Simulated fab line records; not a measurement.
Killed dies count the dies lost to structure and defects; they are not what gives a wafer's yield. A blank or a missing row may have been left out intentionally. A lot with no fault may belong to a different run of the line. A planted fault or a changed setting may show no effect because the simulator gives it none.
Problem report, 8D (eight disciplines) form, completed by code | flow gf180mcu | the parts of the form that need people (team, actions taken, sign-off) are left out

== 1. THE PROBLEM ==
HV_LDD_2_TW at GF_HV_LDD_TW_MEAS_23 reads a mean of 968 on 6 wafers of 2 lots; wafers without a fault read 1057 with a standard deviation of 20. Relative to the usual mean, that is a shift of -4.5 standard deviations.
Seen first at day 16 09:53 on film_metro-01, wafer L539.1. Wafers with a number at this step in the record: 39, from 13 lots. The rule behind "out" and "out of limits": a value lying over 4 standard deviations away from the usual mean. Any other wafer with a number is counted as sound.

== 2. WHAT IT IS, AND WHAT IT ISN'T ==
question                    | is                     | is not
which readings at this step | HV_LDD_2_TW            | -
which lots                  | L539, L541             | L522, L523, L524, L525, L526, L527, L530, L531, L535, L542, L544
which wafers of those lots  | all that have a number | -
read on which gauges        | film_metro-01          | film_metro-02, film_metro-04
when                        | from day 16 09:53      | up to then (27 sound wafers); but 6 sound wafers of L542, L544 came after

== 3. THE SUSPECTS, EACH WITH WHAT RULES IT OUT ==
Counting: a tool at a process step up to the reading stays a suspect if it ran every lot that is out and no sound lot after the first of them.
- the gauge at GF_HV_LDD_TW_MEAS_23: ruled out. All the wafers that are out were read on film_metro-01, but those of them that GF_HV_LDD_IMPLANT_21 has rows for are out there too, on other tools.
- implanter-01 at GF_HV_LDD_IMPLANT_21: kept. Every lot that is out went through it, starting with L539 (day 16 09:38), and after that it ran no sound lot; the last sound lot it ran before then is L535 (day 15 08:20). Its own readings are out on those wafers: beam_on_s, faraday_current_uA.
Remaining after the count: implanter-01 at GF_HV_LDD_IMPLANT_21.

== 4. THE CAUSE (what the simulator had put in) ==
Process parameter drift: implanter-01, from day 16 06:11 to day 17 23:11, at GF_HV_LDD_IMPLANT_21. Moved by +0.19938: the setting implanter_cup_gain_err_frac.
Counting left only this tool.

== 5. THE CHAIN OF EFFECTS, in route order ==
Rows list readings where the struck wafers' mean (over those with a number) sits beyond 3 standard deviations from the usual. Only readings whose record carries a usual standard deviation are examined. hours: median over the lots of the time between each lot's start at the first step of this table that gives one and its start at this step. sigmas: the change, counted in usual standard deviations.
hours | step                 | reading            | usual  | on struck wafers | change | sigmas
0     | GF_HV_LDD_IMPLANT_21 | beam_on_s          | 9.97 s | 8.30             | -1.67  | -8.8
0     | GF_HV_LDD_IMPLANT_21 | faraday_current_uA | 283    | 339              | +56    | +11
0     | GF_HV_LDD_TW_MEAS_23 | HV_LDD_2_TW        | 1057   | 968              | -89    | -4.5
The process steps in it:
- GF_HV_LDD_IMPLANT_21
At these later measuring or inspecting steps, every struck wafer for which the step has a row has a number for every such reading, and none has moved that far: GF_CONTACT_OVL_MEAS_15.

== 6. HOW IT WOULD HAVE BEEN CAUGHT EARLIER ==
4 hours passed between the start of the fault at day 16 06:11 and the first reading out of limits at a measuring or inspecting step in this record, taken at day 16 09:53.
Tool's own readings at GF_HV_LDD_IMPLANT_21, beam_on_s, faraday_current_uA: out on all struck wafers the step has rows for; an alarm limit on them would have tripped on the first.
L541, from the lots that are out (2), started GF_HV_LDD_IMPLANT_21 on implanter-01 later than day 16 09:53. A tool hold placed at that time would have kept it from harm.
